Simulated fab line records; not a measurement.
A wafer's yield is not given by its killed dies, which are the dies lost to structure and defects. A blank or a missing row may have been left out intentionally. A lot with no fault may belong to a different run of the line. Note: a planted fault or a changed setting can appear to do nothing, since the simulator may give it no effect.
Problem report, 8D (eight disciplines) form, completed by code :: flow sky130 :: the parts of the form that need people (team, actions taken, sign-off) are left out

## 1. PROBLEM STATEMENT
run_length_s at SKY_PAD_OPEN_ETCH_07 reads a mean of 222.1 s on 2 wafers of 2 lots; wafers without a fault read 189.4 s with a standard deviation of 0.42. That is +78 standard deviations from the usual mean.
The step: etches the open film in CF4/O2, stops on AlCu, target depth 725 nm, time 161.1 s.
Seen first at day 47 21:58 on rie_diel-02, wafer L705.6. The record holds 34 wafers of 12 lots with a number at this step. Rule for "out" (also "out of limits"): further than 4 standard deviations from the usual mean. The other wafers with a number count as sound.

## 2. WHAT IT IS; WHAT IT IS NOT
question: which readings at this step
is: run_length_s, oes_product_au
is not: drypump_motor_current_A, throttle_valve_pct

question: which lots
is: L705, L708
is not: L699, L700, L701, L702, L703, L713, L714, L715, L717, L718

question: which wafers of those lots
is: L705.6, L708.4
is not: L705.1, L708.1

question: read on which tools
is: rie_diel-02
is not: rie_diel-01, rie_diel-03

question: when
is: from day 47 21:58
is not: up to then (16 sound wafers); but 16 sound wafers of L708, L713, L714, L715, L717, L718 came after

## 3. SUSPECTS, AND WHAT RULES EACH OUT
Counting: if a tool at a process step up to the reading ran every lot that is out, it stays a suspect. Sound lots after the first of them don't rule it out here, since some wafers of a struck lot are sound.
- rie_metal-03 at SKY_METAL4_DESCUM_15 (chemistry O2, time 8 s): kept. It ran every lot that is out, first L705 (day 44 07:07).
- rie_diel-02 at SKY_PAD_OPEN_ETCH_07 (etches the open film in CF4/O2, stops on AlCu, target depth 725 nm, time 161.1 s): kept. It processed each lot that is out (first: L705, day 47 21:58); up to then, its last sound lot is L702 (day 47 07:07). Out on those wafers are its own readings of oes_product_au, run_length_s.
After counting, rie_metal-03 at SKY_METAL4_DESCUM_15 and rie_diel-02 at SKY_PAD_OPEN_ETCH_07 remain.

## 4. THE CAUSE (what the simulator had put in)
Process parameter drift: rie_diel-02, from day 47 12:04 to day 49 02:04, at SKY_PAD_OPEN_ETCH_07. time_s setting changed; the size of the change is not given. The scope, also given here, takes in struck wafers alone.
Of the 2 suspects that counting leaves, this tool is one.

## 5. THE EFFECT CHAIN, in route order
Each row: a reading whose mean over the struck wafers that have a number lies more than 3 standard deviations from the usual. Only readings whose record carries a usual standard deviation are examined. hours: median over the lots of the time between each lot's start at the first step of this table that gives one and its start at this step. sigmas: the change, counted in usual standard deviations.
hours: 0
step: SKY_PAD_OPEN_ETCH_07
reading: oes_product_au
usual: 0.978 a.u.
on struck wafers: 0.882
change: -0.096
sigmas: -14

hours: 0
step: SKY_PAD_OPEN_ETCH_07
reading: run_length_s
usual: 189.4 s
on struck wafers: 222.1
change: +32.7
sigmas: +78
Its process steps:
- SKY_PAD_OPEN_ETCH_07: etches the open film in CF4/O2, stops on AlCu, target depth 725 nm, time 161.1 s.

## 6. WHAT WOULD HAVE CAUGHT IT SOONER
10 hours passed between the start of the fault at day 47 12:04 and the first reading out of limits in this record, taken at day 47 21:58.
